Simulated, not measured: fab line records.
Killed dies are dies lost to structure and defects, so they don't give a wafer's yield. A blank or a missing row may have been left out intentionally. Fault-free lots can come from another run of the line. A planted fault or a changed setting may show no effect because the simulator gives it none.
2 desks looking at one fault | flow sky130 | what lay behind the numbers comes last; until then each desk has only its own

## THE TOOL OWNER'S DESK: cmp-01
The tool's own readings at SKY_CONTACT_CMP_04 (polishes SiO2): means of the sampled wafers that have a number, for each lot that ran on this tool. The brackets show how far a lot's mean lies from the usual mean; more than 4 standard deviations puts the lot out of limits, marked OUT.
Columns: A = head_pressure_psi at SKY_CONTACT_CMP_04, usual 4.000 psi; B = motor_current_A at SKY_CONTACT_CMP_04, usual 10.9 A; C = time_to_endpoint_s at SKY_CONTACT_CMP_04, usual 83 s
lot  | first seen here | A                       | B    | C
L846 | day 30 10:49    | 4.008                   | 10.5 | 81
L848 | day 31 00:04    | 3.996                   | 11.5 | 83
L850 | day 32 02:16    | 4.000                   | 11.6 | 80
L855 | day 33 11:11    | 1.762 (-99 or more) OUT | 7.2  | 107 (+6.8) OUT
L857 | day 34 01:19    | 1.762 (-99 or more) OUT | 7.6  | 108 (+7.0) OUT
Finding of this desk: L855, L857 out of limits; the first was L855 at day 33 11:11, on head_pressure_psi at SKY_CONTACT_CMP_04. Within limits: L846, L848, L850.

## METROLOGY DESK
Means of the sampled wafers that have a number, per lot and without regard to the tool the lot ran on: this is what the gauges read. The brackets show how far a lot's mean lies from the usual mean; more than 4 standard deviations puts the lot out of limits, marked OUT.
Columns: A = LI_CONTACT_OVL at SKY_LI_CONTACT_OVL_MEAS_13, usual -6 nm
lot  | first seen here | A
L846 | day 29 04:20    | -7
L848 | day 29 17:38    | -9
L850 | day 30 20:29    | -11
L855 | day 32 06:36    | -9
L857 | day 32 20:39    | -2
L860 | day 33 17:56    | -8
L862 | day 34 15:56    | -9
L863 | day 34 20:23    | -5
L864 | day 35 11:02    | -3
L866 | day 35 21:38    | -6
L867 | day 36 02:25    | -9
L869 | day 36 14:34    | -6
This desk's finding: nothing out of limits on any of the 12 lots.

## BROUGHT TOGETHER
An alarm could have come from the tool owner's desk at day 33 11:11, on L855, L857.
The metrology desk saw nothing out of limits.
The metrology desk holds a record of L855, L857, inside its limits.
The lots listed all ran SKY_CONTACT_CMP_04 on cmp-01.

## WHAT THE SIMULATOR HAD INSERTED
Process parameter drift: cmp-01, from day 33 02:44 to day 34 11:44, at SKY_CONTACT_CMP_04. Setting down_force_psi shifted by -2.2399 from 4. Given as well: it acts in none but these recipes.
Shown lots that were struck: L855, L857.
Delay in hours, fault start to first out-of-limits reading, by desk: the tool owner's desk at 8.
